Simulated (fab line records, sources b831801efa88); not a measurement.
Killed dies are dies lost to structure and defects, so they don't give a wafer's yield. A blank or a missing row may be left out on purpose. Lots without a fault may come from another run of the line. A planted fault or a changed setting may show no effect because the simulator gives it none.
Chamber matching | flow sky130 | SKY_LI_CONTACT_CMP_02 on cmp-01: 4 sister chambers
The step polishes PSG. 14 wafers are shown with their chamber, then 7 later ones without.

WAFERS WITH THEIR CHAMBER
wafer  | chamber | motor_current_A (A) | time_to_endpoint_s (s) | platen_rpm (rpm)
L421.2 | 2       | 14.1                | 31.2                   | 60.00
L421.3 | 0       | 12.7                | 31.7                   | 60.01
L421.4 | 3       | 11.8                | 33.4                   | 60.07
L422.2 | 0       | 12.6                | 32.3                   | 59.98
L422.3 | 2       | 14.5                | 32.1                   | 60.01
L422.4 | 1       | 12.7                | 29.4                   | 59.98
L424.1 | 1       | 12.3                | 32.4                   | 59.95
L424.4 | 2       | 14.9                | 31.0                   | 59.98
L424.6 | 2       | 14.7                | 34.2                   | 60.05
L427.3 | 3       | 11.3                | 34.7                   | 59.96
L427.5 | 0       | 12.6                | 33.8                   | 59.97
L427.6 | 1       | 12.2                | 33.7                   | 60.02
L429.1 | 0       | 12.1                | 31.3                   | 59.93
L429.2 | 3       | 11.5                | 36.2                   | 60.01

SIGNATURES (means of the wafers above)
reading            | chamber 0 | chamber 1 | chamber 2 | chamber 3 | scatter within a chamber
motor_current_A    | 12.500    | 12.400    | 14.550    | 11.533    | 0.289
time_to_endpoint_s | 32.275    | 31.833    | 32.125    | 34.767    | 1.54
platen_rpm         | 59.9725   | 59.9833   | 60.0100   | 60.0133   | 0.038
Rule: a wafer's distance from a chamber is the root of the sum, over the readings, of the square of ((its reading less the chamber's mean) divided by the reading's scatter). The wafer belongs to the nearest chamber; if the next one is less than 2 further off, it can't be placed. The scatter: the root of (the sum of the squares of (reading less its chamber's mean) over the shown wafers, divided by (wafers less chambers)).

WAFERS WITHOUT THEIR CHAMBER
wafer  | motor_current_A (A) | time_to_endpoint_s (s) | platen_rpm (rpm)
L429.3 | 14.3                | 33.4                   | 59.92
L433.1 | 10.8                | 32.8                   | 60.01
L433.3 | 14.7                | 32.2                   | 59.97
L433.6 | 12.5                | 28.8                   | 59.99
L438.3 | 14.2                | 32.6                   | 59.99
L438.4 | 11.3                | 30.8                   | 59.97
L438.5 | 12.4                | 28.2                   | 60.01

WHICH CHAMBER EACH WENT THROUGH
wafer  | from the rows above          | in truth
L429.3 | 2                            | 2
L433.1 | 3                            | 3
L433.3 | 2                            | 2
L433.6 | can't be placed: 1 or 0      | 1
L438.3 | 2                            | 2
L438.4 | can't be placed: 3 or 1 or 0 | 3
L438.5 | can't be placed: 1 or 0      | 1
Placed correctly: 4 of 7. Can't be placed from these rows: 3 (the true chamber is among the candidates in 3). Placed wrongly: 0.
